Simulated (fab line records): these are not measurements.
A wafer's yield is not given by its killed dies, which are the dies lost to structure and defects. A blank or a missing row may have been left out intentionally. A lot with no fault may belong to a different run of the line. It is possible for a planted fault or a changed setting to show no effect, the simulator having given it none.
2 desks, one fault / flow gf180mcu / each desk holds nothing but its own numbers, with what lay behind them at the end

## THE METROLOGY DESK
What the gauges read for every lot (on any tool): the sampled wafers with a number, averaged. A lot is out of limits, marked OUT, if its mean lies more than 4 standard deviations from the usual mean; the brackets give that distance.
Columns: A = HV_LDD_4_TW at GF_HV_LDD_TW_MEAS_50, usual 566; B = CONTACT_CVD_02_THK at GF_CONTACT_THK_MEAS_03, usual 855 nm
lot=L181; first seen here=day 12 09:16; A=558; B=858
lot=L182; first seen here=day 12 18:03; A=575; B=846
lot=L183; first seen here=day 12 19:07; A=557; B=858
lot=L184; first seen here=day 13 09:50; A=560; B=858
lot=L185; first seen here=day 13 23:14; A=566; B=847
lot=L188; first seen here=day 14 16:26; A=573; B=842
lot=L190; first seen here=day 15 11:49; A=564; B=848
lot=L196; first seen here=day 17 12:36; A=574; B=843
lot=L197; first seen here=day 18 03:46; A=558; B=862
lot=L200; first seen here=day 19 00:03; A=577; B=852
lot=L201; first seen here=day 19 08:49; A=562; B=862
lot=L203; first seen here=day 19 18:03; A=564; B=858
lot=L204; first seen here=day 20 05:08; A=563; B=868
Finding of this desk: none of the 13 lots has anything out of limits.

## TOOL OWNER'S DESK, cmp-01
The tool's own readings at GF_CONTACT_CMP_04 (polishes SiO2): means of the sampled wafers that have a number, for each lot that ran on this tool. A lot is out of limits, marked OUT, if its mean lies more than 4 standard deviations from the usual mean; the brackets give that distance.
Columns: A = motor-current-A at GF_CONTACT_CMP_04, usual 12.1 A; B = time-to-endpoint-s at GF_CONTACT_CMP_04, usual 107 s
lot=L181; first seen here=day 15 03:10; A=12.8; B=110
lot=L182; first seen here=day 15 14:25; A=11.1; B=100
lot=L183; first seen here=day 15 14:53; A=10.8; B=106
lot=L184; first seen here=day 16 06:31; A=12.5; B=107
lot=L185; first seen here=day 16 21:35; A=12.2; B=100
lot=L188; first seen here=day 17 18:11; A=11.9; B=112
lot=L190; first seen here=day 18 13:13; A=12.8; B=113
lot=L196; first seen here=day 20 20:22; A=12.3; B=104
lot=L197; first seen here=day 21 11:04; A=12.1; B=111
lot=L200; first seen here=day 22 06:05; A=10.3; B=105
lot=L201; first seen here=day 22 13:34; A=12.4; B=109
lot=L204; first seen here=day 23 08:40; A=12.2; B=114
Finding of this desk: none of the 12 lots has anything out of limits.

## ALL TOGETHER
From the metrology desk's view, nothing was out of limits.
The tool owner's desk saw nothing out of limits.

## WHAT THE SIMULATOR HAD PUT IN
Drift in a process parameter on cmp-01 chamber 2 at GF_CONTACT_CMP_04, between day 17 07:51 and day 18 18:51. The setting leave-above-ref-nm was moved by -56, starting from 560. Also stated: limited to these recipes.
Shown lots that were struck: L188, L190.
